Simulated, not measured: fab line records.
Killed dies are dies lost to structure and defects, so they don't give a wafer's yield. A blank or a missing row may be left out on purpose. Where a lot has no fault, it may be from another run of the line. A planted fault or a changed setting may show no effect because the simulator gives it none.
fab line records    flow sky130
[record] lots = 6  wafers = 18  lastDay = 50
route steps=708 shown POLY_GATE@236 LDD_N@237 LDD_P@255 LDD_HVN@267 PAD_OPEN@708
lots that met no fault: from a run of the same line without faults
startH: hours from the record's opening day to when the first of the lot's shown wafers began    waitH: how many hours have passed since the lot's step before this one    " as in the row above    L1.1+2: one row covering several wafers at once    - no value, or no start given    * or withheld: withheld    < > ~ a bound
route shown NAME@n: NAME is a module with steps in the file, n the number in the route of the first one    usual: mean and standard deviation over wafers with no fault    same: alike in all rows    chamber/n: place in a boat    sites: readings site by site    _std_site: standard deviation of those values    _edge_site: mean of outer sites minus mean of inner sites    radiusMm: how far each site lies from the wafer's centre    mask NAME#n: copy n    behind: the most recent tool/chamber to have shaped the wafer    hold: the reason the lot was held/the length of the hold in hours/how it ended    device: which transistor (n, p or np) failed to switch    end of line: tests of these same wafers at the route's end    step lacking rows: just its recipe    killed: the dies lost at the first sort to structure and to defects; this is not the yield of the wafer    map: per-die view of a wafer (x killed, . not killed, _ where there is no die)
set.NAME: the run value of the setting; set.NAME@STEP: its run value at that earlier step    model.NAME: the simulator's own value behind a step, which no gauge read
lots at some steps of the route; a table a step, a row a wafer
services: from which hour (startH, from the record's first day; less than 0 if before it) a tool's chamber was out of use, for how many hours, and why
[[steps]]
[step SKY_POLY_GATE_CD_MEAS_22]
[usual] cdNm = 150/3.2
lot.wafer  tool      chamber  startH  waitH  cdNm
L887.1     cdSem-02  -        468.90  0.1    154
L887.4     "         -        "       "      151
L887.5     "         -        "       "      149
L888.1     cdSem-02  -        481.16  0.1    153
L888.3     "         -        "       "      146
L888.5     "         -        "       "      148
L890.4     cdSem-01  -        515.95  0.1    149
L890.5     "         -        "       "      144
L890.6     "         -        "       "      152
L889.3     cdSem-01  -        519.93  0.1    150
L889.5     "         -        "       "      145
L889.6     "         -        "       "      149
L898.3     cdSem-02  -        573.26  0.1    147
L898.4     "         -        "       "      145
L898.6     "         -        "       "      146
L899.3     cdSem-02  -        579.78  0.1    151
L899.4     "         -        "       "      149
L899.5     "         -        "       "      149
[step SKY_LDD_N_DEHYDRATE_00]
[recipe] tempC = 200  timeS = 60
[step SKY_LDD_N_HMDS_01]
[recipe] primeTimeS = 60  primeTempC = 120
[step SKY_LDD_N_COAT_02]
[recipe] resist = NOVOLAK  spinRpm = 3000  resistThkNm = 300
[step SKY_LDD_N_SOFTBAKE_03]
[recipe] tempC = 90  timeS = 60  resist = NOVOLAK
[step SKY_LDD_N_EXPOSE_04]
[recipe] maskId = NTM  targetCdNm = 840  na = 0.6  sourceShape = conventional  sigmaOuter = 0.6  doseMj = 110
[step SKY_LDD_N_PEB_05]
[recipe] tempC = withheld  timeS = *  resist = NOVOLAK
[step SKY_LDD_N_DEVELOP_06]
[recipe] developTimeS = 60  devTempC = 23.6
[step SKY_LDD_N_OVL_MEAS_07]
[usual] LDD_N_OVL = -0.6/1.2
lot.wafer  tool        chamber  startH  waitH  LDD_N_OVL[nm]
L887.1     overlay-02  -        498.59  0.1    -1.2
L887.4     "           -        "       "      -1.5
L887.5     "           -        "       "      -2.7
L888.1     overlay-01  -        511.30  0.1    0.0
L888.3     "           -        "       "      -0.1
L888.5     "           -        "       "      -0.7
L890.4     overlay-02  -        545.76  0.1    -0.2
L890.5     "           -        "       "      1.0
L890.6     "           -        "       "      2.4
L889.3     overlay-01  -        550.00  0.1    -2.1
L889.5     "           -        "       "      -2.0
L889.6     "           -        "       "      -1.8
L898.3     overlay-01  -        602.72  0.1    -0.3
L898.4     "           -        "       "      -0.7
L898.6     "           -        "       "      -0.2
L899.3     overlay-02  -        609.12  0.1    -1.6
L899.4     "           -        "       "      -1.8
L899.5     "           -        "       "      -1.5
[step SKY_LDD_N_IMPLANT_08]
[recipe] species = As  energyKev = 20  doseCm2 = 7.5e+13  tiltDeg = withheld  rotationDeg = 23
[step SKY_LDD_N_IMPLANT_09]
[recipe] species = As  energyKev = 20  doseCm2 = 7.5e+13  tiltDeg = withheld  rotationDeg = 113
[step SKY_LDD_N_IMPLANT_10]
[recipe] species = As  energyKev = 20  doseCm2 = 7.5e+13  tiltDeg = withheld  rotationDeg = 203
[step SKY_LDD_N_IMPLANT_11]
[recipe] species = As  energyKev = 20  doseCm2 = 7.5e+13  tiltDeg = withheld  rotationDeg = 293
lot.wafer   tool          chamber  startH  waitH
L887.1+4+5  implanter-02  0        499.08  0.1
L888.1+3+5  implanter-02  0        511.79  0.1
L890.4+5+6  implanter-02  0        546.30  0.1
L889.3+5+6  implanter-04  0        550.53  0.1
L898.3+4+6  implanter-04  0        603.24  0.1
L899.3+4+5  implanter-04  0        609.64  0.1
[step SKY_LDD_N_IMPLANT_12]
[recipe] species = BF2  energyKev = 50  doseCm2 = 5e+12  tiltDeg = 30  rotationDeg = 0
[step SKY_LDD_N_IMPLANT_13]
[recipe] species = BF2  energyKev = 50  doseCm2 = 5e+12  tiltDeg = 30  rotationDeg = 90
[step SKY_LDD_N_IMPLANT_14]
[recipe] species = BF2  energyKev = 50  doseCm2 = 5e+12  tiltDeg = 30  rotationDeg = 180
[step SKY_LDD_N_IMPLANT_15]
[recipe] species = BF2  energyKev = 50  doseCm2 = 5e+12  tiltDeg = 30  rotationDeg = 270
[step SKY_LDD_N_STRIP_16]
[recipe] chemistry = O2/N2  powerW = 1400  pressureMtorr = 1500  platenTempC = withheld  o2FlowSccm = 3000  n2FlowSccm = 300  overashFraction = 0.5
[usual] drypumpMotorCurrentA = 5.4/0.42  oesProductAu = 0.405/0.0046  stripTimeToEndpointS = 4.311/0.015
lot.wafer  tool            chamber  startH  waitH  drypumpMotorCurrentA  oesProductAu  rfHoursCounterH  stripTimeToEndpointS
L887.1     plasmaAsher-04  0        499.83  0.1    5.7                   0.396         34               4.294
L887.4     "               1        "       "      5.1                   0.405         -                4.330
L887.5     "               0        "       "      5.7                   0.404         -                4.323
L888.1     plasmaAsher-04  0        512.54  0.1    5.7                   0.421         36               4.284
L888.3     "               0        "       "      5.7                   0.413         -                4.315
L888.5     "               0        "       "      5.7                   0.404         -                4.287
L890.4     plasmaAsher-04  0        547.01  0.1    5.7                   0.402         -                4.316
L890.5     "               0        "       "      5.7                   0.402         -                4.298
L890.6     "               1        "       "      5.1                   0.409         -                4.295
L889.3     plasmaAsher-04  1        551.26  0.1    5.0                   0.408         -                4.316
L889.5     "               1        "       "      5.0                   0.404         -                4.334
L889.6     "               0        "       "      5.7                   0.413         -                4.318
L898.3     plasmaAsher-04  0        603.98  0.1    5.7                   0.403         -                4.269
L898.4     "               1        "       "      5.1                   0.407         -                4.284
L898.6     "               0        "       "      5.7                   0.399         -                4.279
L899.3     plasmaAsher-01  1        610.38  0.1    5.8                   0.415         -                4.290
L899.4     "               0        "       "      4.9                   0.411         -                4.315
L899.5     "               1        "       "      5.8                   0.412         -                4.320
[step SKY_LDD_N_TW_MEAS_17]
[usual] LDD_N_TW = 2578/24
lot.wafer  tool          chamber  startH  waitH  LDD_N_TW
L887.1     filmMetro-02  -        499.93  0.1    2580
L887.4     "             -        "       "      2579
L887.5     "             -        "       "      2593
L888.1     filmMetro-03  -        512.64  0.1    2613
L888.3     "             -        "       "      2611
L888.5     "             -        "       "      2614
L890.4     filmMetro-02  -        547.11  0.1    2568
L890.5     "             -        "       "      2587
L890.6     "             -        "       "      2575
L889.3     filmMetro-01  -        551.35  0.1    2545
L889.5     "             -        "       "      2523
L889.6     "             -        "       "      2534
L898.3     filmMetro-01  -        604.06  0.1    2499
L898.4     "             -        "       "      2521
L898.6     "             -        "       "      2522
L899.3     filmMetro-03  -        610.46  0.1    2575
L899.4     "             -        "       "      2577
L899.5     "             -        "       "      2586
[step SKY_LDD_P_DEHYDRATE_00]
[recipe] tempC = 200  timeS = 60
[step SKY_LDD_P_HMDS_01]
[recipe] primeTimeS = 60  primeTempC = 120
[step SKY_LDD_P_COAT_02]
[recipe] resist = NOVOLAK  spinRpm = 3000  resistThkNm = 1140
[step SKY_LDD_P_SOFTBAKE_03]
[recipe] tempC = 90  timeS = 60  resist = NOVOLAK
[step SKY_LDD_P_EXPOSE_04]
[recipe] maskId = PSDM  na = 0.6  sourceShape = conventional  sigmaOuter = 0.6  polarization = unpolarized  targetCdNm = 380  doseMj = 138
[step SKY_LDD_P_PEB_05]
[recipe] tempC = withheld  timeS = *  resist = NOVOLAK
[step SKY_LDD_P_DEVELOP_06]
[recipe] resist = NOVOLAK  developer = TMAH  developTimeS = 60  devTempC = 23
[step SKY_LDD_P_CD_MEAS_07]
[recipe] targetCdNm = 380
[usual] cdNm = 379.7/2.3
lot.wafer  tool      chamber  startH  waitH  cdNm
L887.1     cdSem-01  -        529.15  0.1    378.9
L887.4     "         -        "       "      379.9
L887.5     "         -        "       "      379.9
L888.1     cdSem-02  -        541.99  0.1    381.2
L888.3     "         -        "       "      377.6
L888.5     "         -        "       "      379.6
L890.4     cdSem-01  -        577.11  0.1    380.1
L890.5     "         -        "       "      377.8
L890.6     "         -        "       "      379.5
L889.3     cdSem-01  -        581.09  0.1    382.3
L889.5     "         -        "       "      383.0
L889.6     "         -        "       "      383.5
L898.3     cdSem-01  -        632.54  0.1    375.0
L898.4     "         -        "       "      376.0
L898.6     "         -        "       "      378.7
L899.3     cdSem-02  -        639.28  0.1    382.6
L899.4     "         -        "       "      381.9
L899.5     "         -        "       "      383.0
[step SKY_LDD_P_OVL_MEAS_08]
[usual] LDD_P_OVL = 0.8/1.4
lot.wafer  tool        chamber  startH  waitH  LDD_P_OVL[nm]
L887.1     overlay-01  -        529.27  0.1    -0.2
L887.4     "           -        "       "      0.6
L887.5     "           -        "       "      -1.0
L888.1     overlay-02  -        542.11  0.1    -0.8
L888.3     "           -        "       "      -1.5
L888.5     "           -        "       "      -1.3
L890.4     overlay-01  -        577.19  0.1    -0.2
L890.5     "           -        "       "      0.5
L890.6     "           -        "       "      1.6
L889.3     overlay-02  -        581.18  0.1    0.3
L889.5     "           -        "       "      1.2
L889.6     "           -        "       "      0.3
L898.3     overlay-02  -        632.63  0.1    -1.0
L898.4     "           -        "       "      0.2
L898.6     "           -        "       "      0.4
L899.3     overlay-02  -        639.37  0.1    -1.4
L899.4     "           -        "       "      -0.6
L899.5     "           -        "       "      0.2
[step SKY_LDD_P_IMPLANT_09]
[recipe] species = BF2  energyKev = 25  doseCm2 = 1e+13  tiltDeg = withheld
[step SKY_LDD_P_STRIP_10]
[recipe] chemistry = O2/N2  powerW = 1400  pressureMtorr = 1500  platenTempC = withheld  o2FlowSccm = 3000  n2FlowSccm = 300  overashFraction = 0.5
[usual] drypumpMotorCurrentA = 5.5/0.44  oesProductAu = 0.715/0.0045  stripTimeToEndpointS = 14.182/0.029
lot.wafer  tool            chamber  startH  waitH  drypumpMotorCurrentA  oesProductAu  rfHoursCounterH  stripTimeToEndpointS
L887.1     plasmaAsher-01  0        529.46  0.1    4.9                   0.719         9                14.189
L887.4     "               1        "       "      5.8                   0.719         -                14.165
L887.5     "               1        "       "      5.9                   0.714         -                14.199
L888.1     plasmaAsher-03  0        542.30  0.1    6.0                   0.717         89               14.231
L888.3     "               1        "       "      5.0                   0.718         -                14.199
L888.5     "               0        "       "      6.0                   0.720         -                14.229
L890.4     plasmaAsher-02  0        577.39  0.1    6.0                   0.714         -                14.147
L890.5     "               1        "       "      5.4                   0.709         -                14.146
L890.6     "               0        "       "      6.0                   0.713         -                14.151
L889.3     plasmaAsher-01  1        581.39  0.1    5.8                   0.712         -                14.176
L889.5     "               1        "       "      5.8                   0.717         -                14.130
L889.6     "               0        "       "      4.9                   0.723         -                14.166
L898.3     plasmaAsher-03  1        632.84  0.1    5.0                   0.713         -                14.153
L898.4     "               0        "       "      6.0                   0.718         -                14.144
L898.6     "               1        "       "      5.0                   0.715         -                14.195
L899.3     plasmaAsher-02  1        639.58  0.1    5.4                   0.712         -                14.171
L899.4     "               0        "       "      6.0                   0.711         -                14.164
L899.5     "               0        "       "      6.0                   0.722         -                14.204
[step SKY_LDD_P_TW_MEAS_11]
[usual] LDD_P_TW = 644/7.3
lot.wafer  tool          chamber  startH  waitH  LDD_P_TW
L887.1     filmMetro-02  -        529.56  0.1    631
L887.4     "             -        "       "      634
L887.5     "             -        "       "      636
L888.1     filmMetro-03  -        542.40  0.1    635
L888.3     "             -        "       "      635
L888.5     "             -        "       "      639
L890.4     filmMetro-04  -        577.49  0.1    650
L890.5     "             -        "       "      652
L890.6     "             -        "       "      650
L889.3     filmMetro-02  -        581.48  0.1    631
L889.5     "             -        "       "      634
L889.6     "             -        "       "      633
L898.3     filmMetro-03  -        632.93  0.1    639
L898.4     "             -        "       "      640
L898.6     "             -        "       "      641
L899.3     filmMetro-04  -        639.67  0.1    652
L899.4     "             -        "       "      649
L899.5     "             -        "       "      648
[step SKY_LDD_HVN_DEHYDRATE_00]
[recipe] tempC = 200  timeS = 60
[step SKY_LDD_HVN_HMDS_01]
[recipe] primeTimeS = 60  primeTempC = 120
[step SKY_LDD_HVN_COAT_02]
[recipe] resist = NOVOLAK  spinRpm = 3000  resistThkNm = 300
[step SKY_LDD_HVN_SOFTBAKE_03]
[recipe] tempC = 90  timeS = 60  resist = NOVOLAK
[step SKY_LDD_HVN_EXPOSE_04]
[recipe] maskId = HVNTM  na = 0.6  sourceShape = conventional  sigmaOuter = 0.6  polarization = unpolarized  targetCdNm = 700  doseMj = 127
[step SKY_LDD_HVN_PEB_05]
[recipe] tempC = withheld  timeS = *  resist = NOVOLAK
[step SKY_LDD_HVN_DEVELOP_06]
[recipe] resist = NOVOLAK  developer = TMAH  developTimeS = 60  devTempC = 23
[step SKY_LDD_HVN_OVL_MEAS_07]
[usual] LDD_HVN_OVL = 1.4/1.1
lot.wafer  tool        chamber  startH  waitH  LDD_HVN_OVL[nm]
L887.1     overlay-02  -        558.72  0.1    2.7
L887.4     "           -        "       "      2.2
L887.5     "           -        "       "      1.6
L888.1     overlay-01  -        572.01  0.1    -0.8
L888.3     "           -        "       "      0.3
L888.5     "           -        "       "      -0.1
L890.4     overlay-01  -        606.38  0.1    1.5
L890.5     "           -        "       "      1.4
L890.6     "           -        "       "      0.9
L889.3     overlay-01  -        610.80  0.1    0.4
L889.5     "           -        "       "      1.3
L889.6     "           -        "       "      0.7
L898.3     overlay-02  -        660.98  0.1    1.1
L898.4     "           -        "       "      1.4
L898.6     "           -        "       "      1.3
L899.3     overlay-02  -        667.83  0.1    2.3
L899.4     "           -        "       "      2.3
L899.5     "           -        "       "      0.0
[step SKY_LDD_HVN_IMPLANT_08]
[recipe] species = P  energyKev = 60  doseCm2 = 3.041e+13  tiltDeg = 40
[step SKY_LDD_HVN_STRIP_09]
[recipe] chemistry = O2/N2  powerW = 1400  pressureMtorr = 1500  platenTempC = withheld  o2FlowSccm = 3000  n2FlowSccm = 300  overashFraction = 0.5
[usual] drypumpMotorCurrentA = 5.5/0.38  oesProductAu = 0.409/0.0042  stripTimeToEndpointS = 4.139/0.014
lot.wafer  tool            chamber  startH  waitH  drypumpMotorCurrentA  oesProductAu  rfHoursCounterH  stripTimeToEndpointS
L887.1     plasmaAsher-02  1        558.90  0.1    5.4                   0.400         75               4.157
L887.4     "               1        "       "      5.4                   0.412         -                4.159
L887.5     "               1        "       "      5.4                   0.411         -                4.140
L888.1     plasmaAsher-01  1        572.19  0.1    5.8                   0.410         14               4.135
L888.3     "               1        "       "      5.8                   0.404         -                4.136
L888.5     "               0        "       "      4.9                   0.398         -                4.130
L890.4     plasmaAsher-04  0        606.58  0.1    5.7                   0.407         -                4.150
L890.5     "               0        "       "      5.7                   0.403         -                4.143
L890.6     "               1        "       "      5.1                   0.410         -                4.134
L889.3     plasmaAsher-01  1        611.01  0.1    5.8                   0.412         -                4.136
L889.5     "               0        "       "      4.9                   0.406         -                4.129
L889.6     "               1        "       "      5.8                   0.409         -                4.141
L898.3     plasmaAsher-04  1        661.19  0.1    5.1                   0.409         -                4.156
L898.4     "               0        "       "      5.7                   0.414         -                4.111
L898.6     "               0        "       "      5.6                   0.411         -                4.145
L899.3     plasmaAsher-04  0        668.04  0.1    5.7                   0.414         -                4.155
L899.4     "               1        "       "      5.0                   0.414         -                4.157
L899.5     "               0        "       "      5.7                   0.408         -                4.133
[step SKY_LDD_HVN_TW_MEAS_10]
[usual] LDD_HVN_TW = 1439/25
lot.wafer  tool          chamber  startH  waitH  LDD_HVN_TW
L887.1     filmMetro-02  -        559.00  0.1    1449
L887.4     "             -        "       "      1442
L887.5     "             -        "       "      1445
L888.1     filmMetro-02  -        572.29  0.1    1449
L888.3     "             -        "       "      1439
L888.5     "             -        "       "      1440
L890.4     filmMetro-04  -        606.67  0.1    1475
L890.5     "             -        "       "      1472
L890.6     "             -        "       "      1481
L889.3     filmMetro-02  -        611.10  0.1    1451
L889.5     "             -        "       "      1439
L889.6     "             -        "       "      1434
L898.3     filmMetro-01  -        661.27  0.1    1406
L898.4     "             -        "       "      1409
L898.6     "             -        "       "      1404
L899.3     filmMetro-02  -        668.12  0.1    1432
L899.4     "             -        "       "      1445
L899.5     "             -        "       "      1441
[step SKY_PAD_OPEN_PROBE_99]
[usual] killed_at_M0_to_M3 = 45/7.5  killed_at_M4_up = 2.8/1.9  killedAtContacts = 25/5.5  killedAtFrontEnd = 14/4  killedAtOther = 0.3/0.75  killedDies = 87/9.4  killedOpen = 47/6.6  killedShort = 39/6.6
[same] grossDies = 492  killedAtBackSide = 0
lot.wafer  tool       chamber  startH   waitH  killed_at_M0_to_M3  killed_at_M4_up  killedAtContacts  killedAtFrontEnd  killedAtOther  killedDies  killedOpen  killedShort  model.etest.tipN.rsOhmSq  model.etest.tipN.rsOhmSqRange  model.etest.tipN.rsOhmSqRimLessCentre
L887.1     prober-01  -        1142.26  0.1    42                  8                34                14                0              98          48          50           438.6                     17.29                          -4.447
L887.4     prober-01  -        1142.41  0.2    50                  1                17                13                0              81          49          32           441.4                     17.52                          -0.8149
L887.5     prober-01  -        1142.46  0.2    48                  4                22                13                0              87          50          37           442                       23.42                          -0.6764
L888.1     prober-02  -        1160.32  0.1    60                  3                23                12                1              99          62          37           445.3                     9.234                          -0.9784
L888.3     prober-02  -        1160.42  0.2    39                  3                26                13                1              82          45          37           441.5                     10.57                          -0.9052
L888.5     prober-02  -        1160.52  0.2    69                  1                15                11                0              96          58          38           438.9                     10.86                          5.196
L890.4     prober-01  -        1171.38  0.2    51                  1                23                10                2              87          54          33           439.6                     14.74                          -5.055
L890.5     prober-01  -        1171.43  0.2    48                  2                24                13                0              87          40          47           438.9                     16.48                          -8.461
L890.6     prober-01  -        1171.48  0.2    49                  1                36                13                0              99          49          50           439.7                     8.855                          2.011
L889.3     prober-02  -        1175.28  0.2    45                  2                14                16                1              78          44          34           439.9                     11.67                          4.808
L889.5     prober-02  -        1175.38  0.2    47                  1                25                18                0              91          48          43           440.1                     14.59                          0.5336
L889.6     prober-02  -        1175.43  0.2    44                  2                24                8                 1              79          35          44           437.8                     11.95                          -3.26
L898.3     prober-02  -        1206.10  0.2    50                  1                28                14                2              95          55          40           465.8                     22.36                          -6.247
L898.4     prober-02  -        1206.15  0.2    44                  1                37                9                 0              91          58          32           460.8                     22.21                          -6.593
L898.6     prober-02  -        1206.25  0.2    52                  3                24                15                0              94          48          46           465.4                     28.24                          -5.792
L899.3     prober-02  -        1207.61  0.2    31                  1                32                10                0              74          40          34           463.2                     27.29                          -11.05
L899.4     prober-02  -        1207.66  0.2    44                  4                27                20                1              96          47          49           460.5                     37.44                          2.688
L899.5     prober-02  -        1207.71  0.2    46                  3                22                20                1              92          49          43           459.5                     24.34                          -4.398
// killed by level:class
L887.1 CONTACT:geometricParticle:open=15 VIA1:geometricParticle:open=9 CONTACT:geometricParticle:short=8 VIA3:geometricParticle:open=7 LOCAL_INTERCONNECT:geometricParticle:short=6 METAL4:geometricParticle:short=6 FIELD_ISO:geometricParticle:short=5 METAL1:geometricParticle:short=5
L887.4 VIA1:geometricParticle:open=12 VIA3:geometricParticle:open=11 CONTACT:geometricParticle:open=8 VIA1:geometricParticle:short=7 METAL1:geometricParticle:short=6 POLY_GATE:geometricParticle:open=4 LI_CONTACT:geometricParticle:open=4 CONTACT:geometricParticle:short=4
L887.5 VIA2:geometricParticle:open=10 CONTACT:geometricParticle:open=9 VIA1:geometricParticle:open=9 VIA1:geometricParticle:short=6 VIA3:geometricParticle:short=6 VIA3:geometricParticle:open=6 CONTACT:geometricParticle:short=5 POLY_GATE:geometricParticle:open=4
L888.1 VIA1:geometricParticle:open=16 VIA3:geometricParticle:open=13 VIA2:geometricParticle:open=8 LI_CONTACT:geometricParticle:open=7 CONTACT:geometricParticle:open=6 POLY_GATE:geometricParticle:short=5 VIA2:geometricParticle:short=5 LOCAL_INTERCONNECT:geometricParticle:short=4
L888.3 VIA2:geometricParticle:open=9 CONTACT:geometricParticle:open=9 LI_CONTACT:geometricParticle:open=6 METAL1:geometricParticle:short=6 CONTACT:geometricParticle:short=5 VIA3:geometricParticle:open=5 METAL2:geometricParticle:short=5 VIA1:geometricParticle:open=4
L888.5 VIA1:geometricParticle:open=19 VIA2:geometricParticle:open=12 VIA3:geometricParticle:open=8 METAL2:geometricParticle:short=8 LI_CONTACT:geometricParticle:open=6 LOCAL_INTERCONNECT:geometricParticle:short=5 VIA2:geometricParticle:short=5 POLY_GATE:geometricParticle:short=4
L890.4 CONTACT:geometricParticle:open=11 VIA3:geometricParticle:open=11 VIA1:geometricParticle:open=10 VIA2:geometricParticle:open=8 LI_CONTACT:geometricParticle:open=6 VIA3:geometricParticle:short=5 METAL3:geometricParticle:short=5 METAL2:geometricParticle:short=4
L890.5 VIA1:geometricParticle:open=11 METAL1:geometricParticle:short=9 METAL2:geometricParticle:short=8 FIELD_ISO:geometricParticle:short=7 VIA2:geometricParticle:open=7 LI_CONTACT:geometricParticle:short=6 LI_CONTACT:geometricParticle:open=5 CONTACT:geometricParticle:short=5
L890.6 CONTACT:geometricParticle:open=13 VIA2:geometricParticle:open=12 METAL1:geometricParticle:short=7 VIA1:geometricParticle:open=7 LI_CONTACT:geometricParticle:open=6 LOCAL_INTERCONNECT:geometricParticle:short=6 CONTACT:geometricParticle:short=6 FIELD_ISO:geometricParticle:short=5
L889.3 VIA1:geometricParticle:open=11 VIA3:geometricParticle:open=8 METAL2:geometricParticle:short=6 VIA2:geometricParticle:open=6 FIELD_ISO:geometricParticle:open=5 CONTACT:geometricParticle:short=5 FIELD_ISO:geometricParticle:short=4 LI_CONTACT:geometricParticle:short=4
L889.5 VIA1:geometricParticle:short=11 VIA1:geometricParticle:open=11 CONTACT:geometricParticle:open=9 LI_CONTACT:geometricParticle:open=7 CONTACT:geometricParticle:short=6 VIA2:geometricParticle:open=6 FIELD_ISO:geometricParticle:open=5 FIELD_ISO:geometricParticle:short=5
L889.6 VIA1:geometricParticle:open=9 VIA2:geometricParticle:open=7 LI_CONTACT:geometricParticle:open=6 CONTACT:geometricParticle:open=6 VIA1:geometricParticle:short=5 CONTACT:geometricParticle:short=5 METAL1:geometricParticle:short=5 VIA3:geometricParticle:short=5
L898.3 VIA1:geometricParticle:open=11 LI_CONTACT:geometricParticle:open=9 METAL2:geometricParticle:short=8 CONTACT:geometricParticle:open=7 VIA1:geometricParticle:short=7 FIELD_ISO:geometricParticle:open=6 CONTACT:geometricParticle:short=6 VIA3:geometricParticle:open=6
L898.4 VIA1:geometricParticle:open=15 CONTACT:geometricParticle:open=14 LI_CONTACT:geometricParticle:open=9 VIA3:geometricParticle:open=6 LOCAL_INTERCONNECT:geometricParticle:short=6 CONTACT:geometricParticle:short=4 VIA2:geometricParticle:open=4 FIELD_ISO:geometricParticle:short=3
L898.6 VIA1:geometricParticle:open=11 METAL1:geometricParticle:short=9 LOCAL_INTERCONNECT:geometricParticle:short=8 VIA2:geometricParticle:open=7 POLY_GATE:geometricParticle:open=5 LI_CONTACT:geometricParticle:open=5 METAL2:geometricParticle:short=5 CONTACT:geometricParticle:open=4
L899.3 CONTACT:geometricParticle:open=11 LI_CONTACT:geometricParticle:open=10 LOCAL_INTERCONNECT:geometricParticle:short=6 VIA1:geometricParticle:open=6 VIA1:geometricParticle:short=5 METAL1:geometricParticle:short=4 VIA2:geometricParticle:open=4 VIA3:geometricParticle:open=4
L899.4 CONTACT:geometricParticle:open=10 VIA1:geometricParticle:open=9 VIA3:geometricParticle:open=9 CONTACT:geometricParticle:short=7 FIELD_ISO:geometricParticle:short=6 POLY_GATE:geometricParticle:open=6 METAL1:geometricParticle:short=6 VIA1:geometricParticle:short=5
L899.5 VIA1:geometricParticle:open=18 LOCAL_INTERCONNECT:geometricParticle:short=7 METAL1:geometricParticle:short=6 POLY_GATE:geometricParticle:open=5 CONTACT:geometricParticle:open=5 FIELD_ISO:geometricParticle:short=4 FIELD_ISO:geometricParticle:open=4 LI_CONTACT:geometricParticle:short=4
[[services]]
tool            chamber  startH  hours  kind
plasmaAsher-01  -        481.46  3.8    repair
implanter-04    -        497.84  0.8    repair
implanter-04    -        511.71  2.0    repair
implanter-04    -        521.40  4.9    repair
plasmaAsher-01  -        557.41  2.3    repair
plasmaAsher-03  -        568.71  1.1    repair
plasmaAsher-03  -        570.49  1.9    repair
implanter-02    -        583.74  2.8    repair
plasmaAsher-04  -        617.57  4.3    repair
plasmaAsher-01  -        641.11  6.0    repair
implanter-02    -        651.86  2.2    repair
implanter-04    -        665.40  3.3    pm
[[key]]
firstSign none at tools or gauges
[modelEffect] step = SKY_PAD_OPEN_PROBE_99  value = etest.tipN.rsOhmSq  without = 443.1  struck = 462.5
metAt SKY_LDD_N_IMPLANT_11
struckWafers L898.3,L898.4,L898.6,L899.3,L899.4,L899.5
testerLeftOut L898,L899
onsetBetween 550.53 603.24
alsoFits time
[fault] kind = processParameterDrift  tool = implanter-04  chamber = -  onsetH = 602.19  steps = SKY_LDD_N_IMPLANT_11  channel = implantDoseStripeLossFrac  offset = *  shape = step  endH = 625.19
// testerLeftOut: of these lots the tester's yield and bins aren't shown, on N5 and GAA mostly nor the transistor test; their killed dies are dies lost to structure and defects alone, not to doping, threshold or leakage, so they don't give the yield
